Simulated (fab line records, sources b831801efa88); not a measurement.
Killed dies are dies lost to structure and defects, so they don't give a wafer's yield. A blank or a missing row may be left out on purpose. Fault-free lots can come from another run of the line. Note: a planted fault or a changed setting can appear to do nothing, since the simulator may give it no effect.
The tool behind it: which one? + flow sky130 + 7 lots with 21 wafers sampled at 3 steps, on a route of 708 steps

## WHAT EACH GAUGE READ, for each wafer
SKY_PWDE_OVL_MEAS_07.
| lot  | measured    | on         | PWDE_OVL (nm)  |
|------|-------------|------------|----------------|
| L937 | day 4 00:08 | overlay-01 | -2.8 -2.8 -0.5 |
| L939 | day 4 16:35 | overlay-01 | -0.1 -1.6 -1.0 |
| L942 | day 5 07:33 | overlay-01 | 3.8 3.0 4.1    |
| L947 | day 6 18:29 | overlay-02 | 0.8 0.6 0.6    |
| L949 | day 6 21:56 | overlay-01 | 0.0 0.5 0.1    |
| L956 | day 8 15:56 | overlay-02 | 2.5 0.4 1.7    |
| L959 | day 9 06:50 | overlay-01 | 3.0 3.5 3.4    |

## WHICH TOOL RAN EACH LOT (tool, then ch and the chambers of the sampled wafers, then the start)
| lot  | SKY_FIELD_ISO_ETCH_14             | SKY_FIELD_ISO_ETCH_15             |
|------|-----------------------------------|-----------------------------------|
| L937 | rie_diel-02 ch 1,2,3, day 2 10:30 | rie_diel-02 ch 1,2,3, day 2 10:32 |
| L939 | rie_diel-02 ch 0,2,3, day 3 00:04 | rie_diel-02 ch 0,2,3, day 3 00:07 |
| L942 | rie_diel-02 ch 0,1,2, day 3 13:39 | rie_diel-02 ch 0,1,2, day 3 13:41 |
| L947 | rie_diel-01 ch 0,1,3, day 4 16:49 | rie_diel-01 ch 0,1,3, day 4 16:52 |
| L949 | rie_diel-04 ch 1,3, day 4 23:14   | rie_diel-04 ch 1,3, day 4 23:16   |
| L956 | rie_diel-02 ch 0,1,2, day 6 13:22 | rie_diel-02 ch 0,1,2, day 6 13:25 |
| L959 | rie_diel-02 ch 0,3, day 7 05:32   | rie_diel-02 ch 0,3, day 7 05:34   |
- SKY_FIELD_ISO_ETCH_14: etches BARC in N2/H2, stops on SiO2, time 45.9 s, target depth 60 nm.
- SKY_FIELD_ISO_ETCH_15: etches the open film in CHF3/O2, stops on Si, target depth 180 nm, time 72 s.

## THE ANSWER, worked out from the rows above alone
Rule: the usual values come from the lots themselves. The widest of any qualifying gaps counts: lots, ordered by their means at a reading, are off when they make up no more than a third of the lots, leave a main group of 4 or more, and stand apart from it by 3 or more times the standard deviation of that group's means. If all means in a main group match to the digits the tables above print for the reading, that group is not used. A lot without any number at a reading at which 4 lots or more have one is off too. Any other lot the step has rows for is counted as sound.
No lot is off on any of the readings shown, so nothing can be concluded from this.

## WHAT THE SIMULATOR HAD INSERTED
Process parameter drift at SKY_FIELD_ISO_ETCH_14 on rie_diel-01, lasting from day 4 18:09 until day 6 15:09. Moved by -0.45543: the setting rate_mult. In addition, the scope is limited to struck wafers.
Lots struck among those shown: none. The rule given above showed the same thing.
